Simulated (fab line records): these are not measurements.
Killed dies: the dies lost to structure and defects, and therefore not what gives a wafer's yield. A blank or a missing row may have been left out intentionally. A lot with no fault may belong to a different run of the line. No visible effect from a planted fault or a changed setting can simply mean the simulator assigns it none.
fab line records + flow sky130
record
- lots=12
- wafers=36
- last_day=50
route steps=708 shown VIA3@576 CAP2M@615 VIA4@639 METAL5@662
lots that met no fault: taken from a fault-free run of the same line
start_h: hours from the record's opening day to when the first of the lot's shown wafers began + wait_h: hours elapsed since this lot's preceding step + " the same as in the row above + L1.1+2: one row covering several wafers at once + - no value, or no start given + * or withheld: withheld + < > ~ a bound
route shown NAME@n: a module of which the file shows steps, and the number in the route of the first + usual: mean/standard deviation taken from wafers without a fault + same: alike in all rows + chamber/n: place in a boat + sites: readings site by site + _std_site: standard deviation across them + _edge_site: the outer-site mean with the inner-site mean subtracted + radius_mm: for every site, how far away it sits from the centre of the wafer + mask NAME#n: copy n + behind: the tool/chamber that last shaped the wafer + hold: cause of the lot's hold/its duration in hours/its outcome + device: transistor that didn't switch, given as n, p or np + end of line: at the end of the route, the tests of the same wafers + where a step has no rows: the recipe by itself + killed: dies that structure and defects cost at the first sort, which is not the same as the wafer's yield + map: dies across one wafer; x = killed, . = not, _ = none there
set.NAME: the run value of the setting; set.NAME@STEP: its run value at that earlier step + model.NAME: the simulator's own value behind a step, which no gauge read
steps of the route over a sample of lots; a table a step, a row a wafer
services: when a tool's chamber went out of use (start_h, in hours from the record's first day, below 0 if earlier), for how many hours, and the reason
## steps
# step SKY_VIA3_BOW_MEAS_03
# recipe
- mode=bow
# usual
- VIA3_BOW=80/7.9
| lot.wafer | tool          | chamber | start_h | wait_h | VIA3_BOW[um] |
|-----------|---------------|---------|---------|--------|--------------|
| L977.3    | film_metro-03 | -       | 906.49  | 0.2    | 87           |
| L977.4    | "             | -       | "       | "      | 95           |
| L977.6    | "             | -       | "       | "      | 101          |
| L979.3    | film_metro-03 | -       | 916.63  | 0.3    | 68           |
| L979.4    | "             | -       | "       | "      | 77           |
| L979.6    | "             | -       | "       | "      | 84           |
| L981.2    | film_metro-03 | -       | 922.80  | 0.3    | 76           |
| L981.5    | "             | -       | "       | "      | 68           |
| L981.6    | "             | -       | "       | "      | 69           |
| L984.1    | film_metro-01 | -       | 950.16  | 0.1    | 73           |
| L984.3    | "             | -       | "       | "      | 70           |
| L984.5    | "             | -       | "       | "      | 87           |
| L985.1    | film_metro-01 | -       | 954.80  | 0.1    | 82           |
| L985.3    | "             | -       | "       | "      | 85           |
| L985.5    | "             | -       | "       | "      | 84           |
| L986.1    | film_metro-04 | -       | 957.84  | 0.2    | 68           |
| L986.3    | "             | -       | "       | "      | 68           |
| L986.5    | "             | -       | "       | "      | 83           |
| L989.1    | film_metro-01 | -       | 980.68  | 0.2    | 82           |
| L989.5    | "             | -       | "       | "      | 77           |
| L989.6    | "             | -       | "       | "      | 84           |
| L994.3    | film_metro-01 | -       | 1013.91 | 0.2    | 68           |
| L994.4    | "             | -       | "       | "      | 94           |
| L994.6    | "             | -       | "       | "      | 96           |
| L996.2    | film_metro-03 | -       | 1025.34 | 0.3    | 82           |
| L996.5    | "             | -       | "       | "      | 78           |
| L996.6    | "             | -       | "       | "      | 76           |
| L997.1    | film_metro-03 | -       | 1040.23 | 0.2    | 74           |
| L997.2    | "             | -       | "       | "      | 81           |
| L997.6    | "             | -       | "       | "      | 77           |
| L998.1    | film_metro-03 | -       | 1056.49 | 0.2    | 86           |
| L998.4    | "             | -       | "       | "      | 77           |
| L998.6    | "             | -       | "       | "      | 93           |
| L999.2    | film_metro-03 | -       | 1057.12 | 0.3    | 75           |
| L999.5    | "             | -       | "       | "      | 93           |
| L999.6    | "             | -       | "       | "      | 82           |
# step SKY_CAP2M_OVL_MEAS_12
# usual
- CAP2M_OVL=0.6/1.7
| lot.wafer | tool       | chamber | start_h | wait_h | CAP2M_OVL[nm] |
|-----------|------------|---------|---------|--------|---------------|
| L977.3    | overlay-02 | -       | 955.99  | 0.1    | -2.1          |
| L977.4    | "          | -       | "       | "      | -0.2          |
| L977.6    | "          | -       | "       | "      | -1.0          |
| L979.3    | overlay-02 | -       | 967.30  | 0.1    | 0.4           |
| L979.4    | "          | -       | "       | "      | 0.5           |
| L979.6    | "          | -       | "       | "      | -1.2          |
| L981.2    | overlay-02 | -       | 972.99  | 0.1    | 3.5           |
| L981.5    | "          | -       | "       | "      | 2.0           |
| L981.6    | "          | -       | "       | "      | 2.9           |
| L984.1    | overlay-01 | -       | 997.99  | 0.1    | 1.5           |
| L984.3    | "          | -       | "       | "      | 2.2           |
| L984.5    | "          | -       | "       | "      | 1.9           |
| L985.1    | overlay-02 | -       | 1003.56 | 0.1    | 0.2           |
| L985.3    | "          | -       | "       | "      | 0.9           |
| L985.5    | "          | -       | "       | "      | -0.6          |
| L986.1    | overlay-01 | -       | 1006.63 | 0.1    | 0.5           |
| L986.3    | "          | -       | "       | "      | -0.6          |
| L986.5    | "          | -       | "       | "      | 1.2           |
| L989.1    | overlay-02 | -       | 1029.14 | 0.1    | 3.9           |
| L989.5    | "          | -       | "       | "      | 2.8           |
| L989.6    | "          | -       | "       | "      | 3.3           |
| L994.3    | overlay-01 | -       | 1061.05 | 0.1    | 2.1           |
| L994.4    | "          | -       | "       | "      | 0.6           |
| L994.6    | "          | -       | "       | "      | 0.6           |
| L996.2    | overlay-02 | -       | 1069.94 | 0.1    | 1.9           |
| L996.5    | "          | -       | "       | "      | 1.8           |
| L996.6    | "          | -       | "       | "      | -0.2          |
| L997.1    | overlay-02 | -       | 1085.33 | 0.1    | 0.6           |
| L997.2    | "          | -       | "       | "      | -1.1          |
| L997.6    | "          | -       | "       | "      | -0.2          |
| L998.1    | overlay-01 | -       | 1100.28 | 0.1    | -1.1          |
| L998.4    | "          | -       | "       | "      | -1.4          |
| L998.6    | "          | -       | "       | "      | 0.3           |
| L999.2    | overlay-01 | -       | 1101.24 | 0.1    | 2.4           |
| L999.5    | "          | -       | "       | "      | 3.3           |
| L999.6    | "          | -       | "       | "      | 3.1           |
# step SKY_VIA4_HDPCVD_00
# recipe
- material=SiO2
- target_thk_nm=1750
- sigma_open_frac=0.3
- time_s=291.7
- temp_c=400
- sih4_flow_sccm=60
- pressure_mtorr=6
# usual
- pressure_mtorr=5.998/0.012
- run_length_s=319.5/0.49
| lot.wafer | tool      | chamber | start_h | wait_h | pressure_mtorr | run_length_s |
|-----------|-----------|---------|---------|--------|----------------|--------------|
| L977.3    | hdpcvd-01 | 0       | 981.45  | 0.0    | 6.001          | 319.3        |
| L977.4    | "         | 0       | "       | "      | 6.005          | 319.2        |
| L977.6    | "         | 2       | "       | "      | 5.991          | 320.1        |
| L979.3    | hdpcvd-02 | 2       | 992.40  | 0.0    | 5.989          | 319.3        |
| L979.4    | "         | 2       | "       | "      | 5.997          | 319.5        |
| L979.6    | "         | 1       | "       | "      | 6.015          | 319.6        |
| L981.2    | hdpcvd-01 | 1       | 997.89  | 0.0    | 5.990          | 319.7        |
| L981.5    | "         | 0       | "       | "      | 6.005          | 319.4        |
| L981.6    | "         | 2       | "       | "      | 5.990          | 320.3        |
| L984.1    | hdpcvd-01 | 2       | 1022.58 | 0.0    | 5.986          | 320.1        |
| L984.3    | "         | 0       | "       | "      | 6.007          | 318.9        |
| L984.5    | "         | 0       | "       | "      | 5.982          | 318.9        |
| L985.1    | hdpcvd-02 | 2       | 1028.28 | 0.0    | 6.006          | 319.7        |
| L985.3    | "         | 0       | "       | "      | 6.015          | 319.8        |
| L985.5    | "         | 2       | "       | "      | 6.001          | 319.2        |
| L986.1    | hdpcvd-01 | 0       | 1031.08 | 0.0    | 5.996          | 319.5        |
| L986.3    | "         | 1       | "       | "      | 6.010          | 319.4        |
| L986.5    | "         | 1       | "       | "      | 6.011          | 319.2        |
| L989.1    | hdpcvd-01 | 0       | 1052.85 | 0.0    | 5.997          | 319.0        |
| L989.5    | "         | 0       | "       | "      | 5.979          | 319.2        |
| L989.6    | "         | 1       | "       | "      | 6.005          | 319.4        |
| L994.3    | hdpcvd-01 | 2       | 1084.71 | 0.0    | 5.981          | 320.0        |
| L994.4    | "         | 1       | "       | "      | 5.995          | 319.5        |
| L994.6    | "         | 0       | "       | "      | 5.971          | 318.8        |
| L996.2    | hdpcvd-01 | 0       | 1093.11 | 0.0    | 6.012          | 451.8        |
| L996.5    | "         | 2       | "       | "      | 5.993          | 320.3        |
| L996.6    | "         | 0       | "       | "      | 6.025          | 451.1        |
| L997.1    | hdpcvd-02 | 0       | 1107.72 | 0.0    | 5.980          | 318.9        |
| L997.2    | "         | 1       | "       | "      | 6.012          | 319.8        |
| L997.6    | "         | 2       | "       | "      | 5.998          | 319.4        |
| L998.1    | hdpcvd-01 | 0       | 1121.62 | 0.0    | 6.007          | 451.1        |
| L998.4    | "         | 0       | "       | "      | 6.015          | 451.3        |
| L998.6    | "         | 2       | "       | "      | 6.003          | 320.1        |
| L999.2    | hdpcvd-01 | 0       | 1122.56 | 0.0    | 6.001          | 451.6        |
| L999.5    | "         | 2       | "       | "      | 5.983          | 320.7        |
| L999.6    | "         | 0       | "       | "      | 6.000          | 451.0        |
# step SKY_VIA4_THK_MEAS_01
# recipe
- reads=SiO2_of_VIA4_HDPCVD_00
# usual
- VIA4_HDPCVD_THK=1752/16
| lot.wafer | tool          | chamber | start_h | wait_h | VIA4_HDPCVD_THK[nm] |
|-----------|---------------|---------|---------|--------|---------------------|
| L977.3    | film_metro-02 | -       | 981.64  | 0.1    | 1741                |
| L977.4    | "             | -       | "       | "      | 1751                |
| L977.6    | "             | -       | "       | "      | 1746                |
| L979.3    | film_metro-02 | -       | 992.59  | 0.1    | 1754                |
| L979.4    | "             | -       | "       | "      | 1769                |
| L979.6    | "             | -       | "       | "      | 1749                |
| L981.2    | film_metro-01 | -       | 998.08  | 0.1    | 1754                |
| L981.5    | "             | -       | "       | "      | 1761                |
| L981.6    | "             | -       | "       | "      | 1771                |
| L984.1    | film_metro-02 | -       | 1022.76 | 0.1    | 1741                |
| L984.3    | "             | -       | "       | "      | 1754                |
| L984.5    | "             | -       | "       | "      | 1756                |
| L985.1    | film_metro-02 | -       | 1028.46 | 0.1    | 1752                |
| L985.3    | "             | -       | "       | "      | 1739                |
| L985.5    | "             | -       | "       | "      | 1728                |
| L986.1    | film_metro-02 | -       | 1031.26 | 0.1    | 1756                |
| L986.3    | "             | -       | "       | "      | 1747                |
| L986.5    | "             | -       | "       | "      | 1754                |
| L989.1    | film_metro-02 | -       | 1053.03 | 0.1    | 1737                |
| L989.5    | "             | -       | "       | "      | 1759                |
| L989.6    | "             | -       | "       | "      | 1734                |
| L994.3    | film_metro-01 | -       | 1084.91 | 0.1    | 1759                |
| L994.4    | "             | -       | "       | "      | 1787                |
| L994.6    | "             | -       | "       | "      | 1760                |
| L996.2    | film_metro-02 | -       | 1093.30 | 0.1    | 2574                |
| L996.5    | "             | -       | "       | "      | 1755                |
| L996.6    | "             | -       | "       | "      | 2573                |
| L997.1    | film_metro-02 | -       | 1107.89 | 0.1    | 1761                |
| L997.2    | "             | -       | "       | "      | 1742                |
| L997.6    | "             | -       | "       | "      | 1757                |
| L998.1    | film_metro-02 | -       | 1121.79 | 0.1    | 2559                |
| L998.4    | "             | -       | "       | "      | 2538                |
| L998.6    | "             | -       | "       | "      | 1727                |
| L999.2    | film_metro-01 | -       | 1122.86 | 0.2    | 2570                |
| L999.5    | "             | -       | "       | "      | 1761                |
| L999.6    | "             | -       | "       | "      | 2555                |
# step SKY_METAL5_SPUTTER_01
# recipe
- material=TiN
- target_thk_nm=20
- power_w=6500
- time_s=16.7
- chamber_pressure_pa=0.4
# usual
- cathode_dc_power_W=6499.9/1.1
- throttle_valve_pct=29.9/1.1
| lot.wafer | tool           | chamber | start_h | wait_h | cathode_dc_power_W | throttle_valve_pct |
|-----------|----------------|---------|---------|--------|--------------------|--------------------|
| L977.3    | pvd_sputter-02 | -       | 1006.60 | 0.0    | 6498.3             | 31.7               |
| L977.4    | "              | -       | "       | "      | 6498.6             | 29.4               |
| L977.6    | "              | -       | "       | "      | 6499.4             | 28.8               |
| L979.3    | pvd_sputter-03 | -       | 1016.86 | 0.0    | 6501.3             | 28.7               |
| L979.4    | "              | -       | "       | "      | 6500.1             | 31.0               |
| L979.6    | "              | -       | "       | "      | 6500.7             | 31.1               |
| L981.2    | pvd_sputter-02 | -       | 1022.09 | 0.0    | 6501.8             | 28.8               |
| L981.5    | "              | -       | "       | "      | 6500.7             | 28.8               |
| L981.6    | "              | -       | "       | "      | 6498.9             | 28.8               |
| L984.1    | pvd_sputter-02 | -       | 1047.17 | 0.0    | 6499.9             | 31.7               |
| L984.3    | "              | -       | "       | "      | 6497.7             | 28.8               |
| L984.5    | "              | -       | "       | "      | 6498.4             | 31.7               |
| L985.1    | pvd_sputter-03 | -       | 1051.54 | 0.0    | 6499.1             | 31.1               |
| L985.3    | "              | -       | "       | "      | 6499.7             | 30.8               |
| L985.5    | "              | -       | "       | "      | 6499.3             | 30.9               |
| L986.1    | pvd_sputter-01 | -       | 1055.31 | 0.0    | 6498.9             | 31.4               |
| L986.3    | "              | -       | "       | "      | 6500.0             | 28.9               |
| L986.5    | "              | -       | "       | "      | 6501.4             | 29.0               |
| L989.1    | pvd_sputter-03 | -       | 1076.70 | 0.0    | 6497.8             | 28.6               |
| L989.5    | "              | -       | "       | "      | 6497.6             | 29.4               |
| L989.6    | "              | -       | "       | "      | 6500.0             | 28.9               |
| L994.3    | pvd_sputter-02 | -       | 1106.90 | 0.0    | 6501.1             | 28.8               |
| L994.4    | "              | -       | "       | "      | 6501.1             | 31.7               |
| L994.6    | "              | -       | "       | "      | 6500.6             | 31.5               |
| L996.2    | pvd_sputter-03 | -       | 1114.76 | 0.0    | 6499.5             | 29.5               |
| L996.5    | "              | -       | "       | "      | 6501.0             | 30.7               |
| L996.6    | "              | -       | "       | "      | 6500.5             | 31.3               |
| L997.1    | pvd_sputter-02 | -       | 1129.03 | 0.0    | 6499.2             | 29.1               |
| L997.2    | "              | -       | "       | "      | 6498.7             | 28.6               |
| L997.6    | "              | -       | "       | "      | 6498.4             | 29.0               |
| L998.1    | pvd_sputter-03 | -       | 1142.06 | 0.0    | 6502.7             | 28.8               |
| L998.4    | "              | -       | "       | "      | 6499.5             | 29.3               |
| L998.6    | "              | -       | "       | "      | 6502.2             | 28.7               |
| L999.2    | pvd_sputter-02 | -       | 1143.03 | 0.0    | 6499.0             | 29.4               |
| L999.5    | "              | -       | "       | "      | 6500.3             | 29.1               |
| L999.6    | "              | -       | "       | "      | 6498.0             | 31.6               |
## services
| tool           | chamber | start_h | hours | kind                   |
|----------------|---------|---------|-------|------------------------|
| hdpcvd-01      | 0       | 965.25  | -     | clean                  |
| hdpcvd-01      | 1       | 965.25  | -     | clean                  |
| hdpcvd-01      | 2       | 965.25  | -     | clean                  |
| hdpcvd-02      | -       | 965.25  | 0.8   | pm                     |
| pvd_sputter-01 | -       | 969.70  | 1.8   | repair                 |
| hdpcvd-02      | -       | 973.60  | 3.4   | repair                 |
| pvd_sputter-01 | -       | 974.84  | 60.0  | repair                 |
| pvd_sputter-02 | 2       | 1012.30 | -     | consumable_replace:kit |
| pvd_sputter-02 | 2       | 1012.30 | 18.0  | scheduled_down         |
| pvd_sputter-02 | 2       | 1012.30 | 18.0  | vent_cycle             |
| pvd_sputter-03 | 3       | 1051.69 | -     | consumable_replace:kit |
| pvd_sputter-03 | 3       | 1051.69 | 18.0  | scheduled_down         |
| pvd_sputter-03 | 3       | 1051.69 | 18.0  | vent_cycle             |
| hdpcvd-02      | -       | 1055.14 | 0.5   | repair                 |
| pvd_sputter-01 | 1       | 1083.67 | -     | consumable_replace:kit |
| hdpcvd-02      | -       | 1096.45 | 5.5   | pm                     |
| pvd_sputter-02 | -       | 1103.56 | 3.2   | repair                 |
| hdpcvd-02      | 1       | 1127.62 | 3.2   | repair                 |
| pvd_sputter-02 | 1       | 1136.40 | -     | consumable_replace:kit |
| pvd_sputter-02 | 1       | 1136.40 | 18.0  | scheduled_down         |
| pvd_sputter-02 | 1       | 1136.40 | 18.0  | vent_cycle             |
| pvd_sputter-03 | 2       | 1139.85 | -     | consumable_replace:kit |
| pvd_sputter-03 | 2       | 1139.85 | 18.0  | scheduled_down         |
| pvd_sputter-03 | 2       | 1139.85 | 18.0  | vent_cycle             |
## key
first_sign
- step=SKY_VIA4_HDPCVD_00
- reading=run_length_s
- direction=up
- sigmas=99+
- usual=*
- struck=*
effect
- step=SKY_VIA4_THK_MEAS_01
- reading=VIA4_HDPCVD_THK
- direction=up
- sigmas=51
- usual=1752
- struck=2561
met_at SKY_VIA4_HDPCVD_00
struck_lots L996,L998,L999
struck_wafers L996.2,L996.6,L998.1,L998.4,L999.2,L999.6
not_acting_at SKY_VIA3_BOW_MEAS_03,SKY_CAP2M_OVL_MEAS_12,SKY_METAL5_SPUTTER_01
onset_between 1084.71 1093.11
fault
- kind=process_parameter_drift
- tool=hdpcvd-01
- chamber=0
- onset_h=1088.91
- steps=SKY_VIA4_HDPCVD_00
- channel=time_s
- offset=*
- shape=step
- end_h=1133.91
- acts_in=*
- stated=*
